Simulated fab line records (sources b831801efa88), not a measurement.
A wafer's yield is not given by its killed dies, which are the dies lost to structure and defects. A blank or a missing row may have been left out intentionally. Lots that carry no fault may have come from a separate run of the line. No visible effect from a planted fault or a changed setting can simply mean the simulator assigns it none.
Which tool is to blame? -- flow sky130 -- Sampling: 12 lots, 35 wafers, 5 of 708 route steps

## WHAT THE GAUGES SHOWED, per wafer
SKY_PWDE_TW_MEAS_10.
lot,measured,on,PWDE_TW
L207,day 4 18:20,film-metro-04,382 380 381
L206,day 4 18:56,film-metro-03,371 373 370
L215,day 6 11:26,film-metro-03,398 368
L214,day 6 12:42,film-metro-02,370 371 371
L216,day 6 17:57,film-metro-02,372 398 372
L217,day 6 18:58,film-metro-02,371 399 369
L219,day 6 21:44,film-metro-02,372 373 372
L223,day 8 01:31,film-metro-03,373 374 374
L224,day 8 05:53,film-metro-02,373 374 373
L226,day 8 12:02,film-metro-02,374 374 374
L228,day 9 00:50,film-metro-04,380 378 378
L229,day 9 07:35,film-metro-02,371 371 371

SKY_NWELL_RS_MEAS_31: measures by four-point-probe.
lot,measured,on,PWDE_RS (ohm/sq)
L207,day 6 06:02,film-metro-04,5302 5315 5298
L206,day 6 06:29,film-metro-02,5277 5296 5291
L215,day 8 05:07,film-metro-02,4416 5285
L214,day 8 06:24,film-metro-02,5289 5293 5300
L216,day 8 10:46,film-metro-02,5293 4417 5276
L217,day 8 12:53,film-metro-04,5299 4430 5305
L219,day 8 15:32,film-metro-03,5234 5235 5240
L223,day 9 20:47,film-metro-03,5279 5270 5279
L224,day 10 02:53,film-metro-04,5283 5297 5291
L226,day 10 08:07,film-metro-02,5304 5283 5290
L228,day 10 23:20,film-metro-02,5291 5284 5294
L229,day 11 05:58,film-metro-03,5291 5297 5296

SKY_VT_ADJUST_HVTR_TW_MEAS_11.
lot,measured,on,VT_ADJUST_HVTR_TW
L207,day 10 15:43,film-metro-02,211.0 210.1 210.9
L206,day 10 16:40,film-metro-03,208.5 207.7 209.8
L215,day 12 22:53,film-metro-02,210.9 210.8
L214,day 13 01:55,film-metro-03,209.3 209.4 209.0
L216,day 13 06:19,film-metro-02,212.0 211.2 212.7
L217,day 13 09:49,film-metro-02,212.3 211.0 212.1
L219,day 13 12:39,film-metro-02,211.2 212.1 211.0
L223,day 14 23:38,film-metro-04,212.7 212.1 212.9
L224,day 15 04:54,film-metro-03,209.8 208.9 210.4
L226,day 15 12:13,film-metro-02,210.0 211.2 211.3
L228,day 16 08:06,film-metro-02,212.1 212.1 211.6
L229,day 16 15:51,film-metro-04,212.5 212.4 213.2

SKY_GATE_OXIDE_OVL_MEAS_10.
lot,measured,on,GATE_OXIDE_OVL (nm)
L207,day 15 00:03,overlay-01,-1.1 -0.3 -1.2
L206,day 15 01:54,overlay-02,0.7 -2.9 -2.2
L215,day 17 18:25,overlay-01,-0.1 2.2
L214,day 17 23:30,overlay-02,-2.0 0.3 -0.7
L216,day 18 04:58,overlay-02,-1.3 0.6 0.1
L217,day 18 08:49,overlay-02,-1.1 -0.7 0.9
L219,day 18 11:23,overlay-02,0.7 -1.4 -0.7
L223,day 20 13:58,overlay-02,-0.6 -1.2 -1.3
L224,day 20 13:57,overlay-01,0.1 -0.7 0.0
L226,day 21 00:06,overlay-01,-0.9 -0.5 1.4
L228,day 21 20:24,overlay-02,-2.1 -0.6 -1.6
L229,day 22 01:38,overlay-01,-1.7 0.7 0.3

## TOOL THAT RAN EACH LOT (tool first, then ch and the chambers of the sampled wafers, then the start)
lot,SKY_PWDE_IMPLANT_08
L207,"implanter-03 ch 0, day 4 18:05"
L206,"implanter-01 ch 0, day 4 18:41"
L215,"implanter-01 ch 0, day 6 11:14"
L214,"implanter-03 ch 0, day 6 12:28"
L216,"implanter-01 ch 0, day 6 17:44"
L217,"implanter-01 ch 0, day 6 18:44"
L219,"implanter-03 ch 0, day 6 21:29"
L223,"implanter-02 ch 0, day 8 01:17"
L224,"implanter-02 ch 0, day 8 05:38"
L226,"implanter-03 ch 0, day 8 11:49"
L228,"implanter-02 ch 0, day 9 00:35"
L229,"implanter-03 ch 0, day 9 07:20"
- SKY_PWDE_IMPLANT_08

## AS READ BY THE TOOLS THEMSELVES (means over the sampled wafers that have a number; for cases with no such wafer, the mark the record gives instead)
SKY_PWDE_IMPLANT_08.
lot,tool,beam-on-s (s),faraday-current-uA
L207,implanter-03,10.17,19.9
L206,implanter-01,10.09,20.1
L215,implanter-01,11.24,18.3
L214,implanter-03,9.81,20.7
L216,implanter-01,10.84,19.0
L217,implanter-01,10.93,18.7
L219,implanter-03,10.18,19.9
L223,implanter-02,9.99,20.3
L224,implanter-02,10.04,20.2
L226,implanter-03,10.06,20.1
L228,implanter-02,10.22,19.9
L229,implanter-03,9.96,20.4

## THE ANSWER, worked out from the rows above alone
Rule: what is usual is taken from the lots themselves. Put in order of their means at a reading, lots are off if they are a third of the lots or fewer, leave a main group of 4 or more, and stand apart from it by a gap of 3 or more times the standard deviation of the main group's means; of several such gaps the widest counts. A main group whose means are all the same, to the digits that the tables above print for the reading, isn't used. A lot without any number at a reading at which 4 lots or more have one is off too. All remaining lots with rows at the step are treated as sound. The gauges are gone through in route order, then the tools' own readings, and for those a lot's mean is taken as printed above. The first step at which some lot is off is used, and at that step the reading that is off furthest; a lot without a number counts as furthest.
Off: L215, L216, L217, seen at SKY_NWELL_RS_MEAS_31 (PWDE_RS). Mean 5285 ohm/sq and standard deviation 19 in the main group.
If a tool, at a process step before that reading, ran all the lots that are off and no sound lot after the first of them, it fits. Not tried: the gauges at SKY_NWELL_RS_MEAS_31; whatever is off there is also off at SKY_PWDE_IMPLANT_08, on other tools, and gauge error can't account for it. One fits: SKY_PWDE_IMPLANT_08 on implanter-01. Its last sound lot is L206 (day 4 18:41), its first lot that is off L215 (day 6 11:14): a fault that began between those two fits.
The tool's own readings at SKY_PWDE_IMPLANT_08 bear it out: on the lots that are off they differ by more than 5 times the standard deviation of the sound lots' means. beam-on-s reads 11.00 s there against 10.06 s on the sound lots; faraday-current-uA reads 18.7 there against 20.2 on the sound lots.

## WHAT THE SIMULATOR HAD PUT IN
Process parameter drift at SKY_PWDE_IMPLANT_08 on implanter-01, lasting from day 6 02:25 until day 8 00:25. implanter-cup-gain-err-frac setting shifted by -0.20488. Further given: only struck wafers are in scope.
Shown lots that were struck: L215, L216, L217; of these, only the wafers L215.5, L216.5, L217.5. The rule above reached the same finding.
